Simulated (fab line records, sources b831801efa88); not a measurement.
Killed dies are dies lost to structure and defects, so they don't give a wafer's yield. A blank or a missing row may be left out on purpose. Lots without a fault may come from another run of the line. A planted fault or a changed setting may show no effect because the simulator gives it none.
Which tool did it? | flow gf180mcu | 6 lots, 18 wafers sampled, at 2 steps of a route of 602

WHAT THE GAUGES READ, wafer by wafer
GF_VT_IMPLANT_OVL_MEAS_40.
lot  | measured     | on         | VT_IMPLANT_03_OVL (nm)
L764 | day 7 19:45  | overlay-02 | -2.1 -0.7 -1.9
L767 | day 8 17:27  | overlay-02 | -0.2 -0.8 -1.6
L772 | day 10 02:13 | overlay-02 | 218.7 219.7 218.0
L777 | day 11 09:40 | overlay-01 | 216.3 218.4 217.3
L782 | day 12 20:24 | overlay-01 | -0.2 0.4 -0.1
L785 | day 13 20:19 | overlay-01 | 1.5 1.1 0.6

WHICH TOOL RAN EACH LOT (tool, then ch and the chambers of the sampled wafers, then the start)
lot  | GF_VT_IMPLANT_EXPOSE_37
L764 | iline_stepper-02 ch 0, day 7 12:19
L767 | iline_stepper-02 ch 0, day 8 10:08
L772 | iline_stepper-02 ch 0, day 9 18:05
L777 | iline_stepper-02 ch 0, day 11 00:51
L782 | iline_stepper-01 ch 0, day 12 11:01
L785 | iline_stepper-01 ch 0, day 13 10:32
- GF_VT_IMPLANT_EXPOSE_37: exposes mask Nwell HV AREA, target cd 860 nm.

THE ANSWER, worked out from the rows above alone
Rule: what is usual is taken from the lots themselves. Put in order of their means at a reading, lots are off if they are a third of the lots or fewer, leave a main group of 4 or more, and stand apart from it by a gap of 3 or more times the standard deviation of the main group's means; of several such gaps the widest counts. A main group whose means are all the same, to the digits that the tables above print for the reading, isn't used. A lot without any number at a reading at which 4 lots or more have one is off too. The other lots that the step has rows for count as sound.
Off: L772, L777, at GF_VT_IMPLANT_OVL_MEAS_40 (VT_IMPLANT_03_OVL). The main group: mean -0.3 nm, standard deviation 0.99.
A tool fits if, at a process step before that reading, it ran every lot that is off, and no sound lot after the first of them. The gauges at GF_VT_IMPLANT_OVL_MEAS_40 are tried like those tools. One fits: iline_stepper-02 at GF_VT_IMPLANT_EXPOSE_37. Its last sound lot is L767 (day 8 10:08), its first lot that is off L772 (day 9 18:05): a fault that began between those two fits.

WHAT THE SIMULATOR HAD PUT IN
Scanner matching overlay: iline_stepper-02, from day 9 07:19 on, at GF_VT_IMPLANT_EXPOSE_37. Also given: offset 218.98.
Lots struck among those shown: L772, L777. The rule above found the same.
